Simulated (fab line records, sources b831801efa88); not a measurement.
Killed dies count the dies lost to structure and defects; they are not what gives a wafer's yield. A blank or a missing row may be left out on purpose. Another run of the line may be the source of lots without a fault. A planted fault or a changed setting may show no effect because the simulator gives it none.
Chamber matching | flow gf180mcu | GF_V2_CMP_04 on cmp-01 has 4 sister chambers
The step polishes SiO2. 4 wafers are shown with their chamber, then 12 later ones without.

## WAFERS PAIRED WITH THEIR CHAMBERS
wafer  | chamber | motorCurrentA (A)
L090.1 | 1       | 13.1
L090.2 | 3       | 10.6
L091.1 | 0       | 11.9
L091.5 | 2       | 10.7

## WAFERS WITHOUT THEIR CHAMBER
wafer  | motorCurrentA (A)
L093.1 | 10.6
L093.3 | 12.2
L093.5 | 12.5
L095.2 | 9.9
L095.3 | 10.9
L095.4 | 12.8
L096.2 | 11.9
L096.4 | 11.2
L096.5 | 13.0
L097.2 | 12.3
L097.4 | 11.1
L097.6 | 12.4

## WHICH CHAMBER EACH WENT THROUGH
wafer  | from the rows above          | in truth
L093.1 | can't be placed: 3 or 2      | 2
L093.3 | can't be placed: 0 or 1      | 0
L093.5 | can't be placed: 0 or 1      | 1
L095.2 | can't be placed: 3 or 2      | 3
L095.3 | can't be placed: 2 or 3      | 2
L095.4 | can't be placed: 1 or 0      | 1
L096.2 | 0                            | 0
L096.4 | can't be placed: 2 or 3 or 0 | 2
L096.5 | 1                            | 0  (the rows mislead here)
L097.2 | can't be placed: 0 or 1      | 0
L097.4 | can't be placed: 2 or 3 or 0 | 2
L097.6 | can't be placed: 0 or 1      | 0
Placed correctly: 1 of 12. Can't be placed from these rows: 10 (the true chamber is among the candidates in 10). Placed wrongly: 1.
How it was worked out, from the rows above alone: a wafer's distance from a chamber is the root of the sum, over the readings, of the square of ((its reading less the chamber's mean) divided by the reading's scatter). The wafer belongs to the nearest chamber; if the next one is less than 2 further off, it can't be placed. The mean given for a chamber averages the wafers shown for that chamber. The scatter (one wafer shown for each chamber): square how far every hidden wafer sits from the nearest shown wafer, average those squares and take the square root.
